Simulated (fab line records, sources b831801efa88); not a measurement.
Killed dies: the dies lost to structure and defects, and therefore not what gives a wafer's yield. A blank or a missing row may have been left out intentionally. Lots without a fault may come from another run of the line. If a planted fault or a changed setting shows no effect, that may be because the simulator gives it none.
8D (eight disciplines) problem report, filled in by code | flow sky130 | the parts of the form that need people (team, actions taken, sign-off) are left out

## 1. THE PROBLEM
Wafers without a fault read 120.00, standard deviation 0.033; beam_energy_keV at SKY_NWELL_IMPLANT_12 reads a mean of 114.42 on 9 wafers belonging to 3 lots. So: -99 or more standard deviations from the usual mean.
Earliest sighting: wafer L758.1 on implanter-01 at day 6 22:56. Wafers with a number at this step in the record: 21, from 7 lots. Rule for "out", or "out of limits": more than 4 standard deviations from the usual mean. Any other wafer with a number is counted as sound.

## 2. WHAT IT IS AND WHAT IT IS NOT
question                    | is                     | is not
which readings at this step | beam_energy_keV        | beam_on_s, dose_ions_cm2
which lots                  | L758, L759, L761       | L755, L757, L765, L766
which wafers of those lots  | all that have a number | -
read on which tools         | implanter-01           | implanter-02, implanter-04
when                        | from day 6 22:56       | up to then (6 sound wafers); but 6 sound wafers of L765, L766 came after

## 3. THE SUSPECTS, EACH WITH WHAT RULES IT OUT
Counting: a tool stays on the suspect list if, at a process step up to the reading, it processed all lots that are out and no sound lot following the first of them.
- implanter-01 at SKY_NWELL_IMPLANT_12: kept. Every lot that is out went through it, starting with L758 (day 6 22:56), and after that it ran no sound lot; the last sound lot it ran before then is L755 (day 6 07:13). On those wafers its own readings are out: beam_energy_keV.
After counting, what remains is implanter-01 at SKY_NWELL_IMPLANT_12.

## 4. THE CAUSE (what the simulator had put in)
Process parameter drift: implanter-01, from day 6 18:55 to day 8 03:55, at SKY_NWELL_IMPLANT_12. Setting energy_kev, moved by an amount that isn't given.
This tool alone remained once counting was done.

## 5. SEQUENCE OF EFFECTS, ordered by route
Rows list readings where the struck wafers' mean (over those with a number) sits beyond 3 standard deviations from the usual. Scope: only readings with a usual standard deviation given in the record; hours: median across lots of the time from each lot's start at the first step in this table that gives one to its start at this step; sigmas: change in usual standard deviations.
hours | step                 | reading         | usual  | on struck wafers | change | sigmas
0     | SKY_NWELL_IMPLANT_12 | beam_energy_keV | 120.00 | 114.42           | -5.58  | -99 or more
Process steps it contains:
- SKY_NWELL_IMPLANT_12

## 6. HOW IT WOULD HAVE BEEN CAUGHT EARLIER
In this record no reading fell out of limits until day 6 22:56, 4 hours after the fault had begun at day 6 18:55.
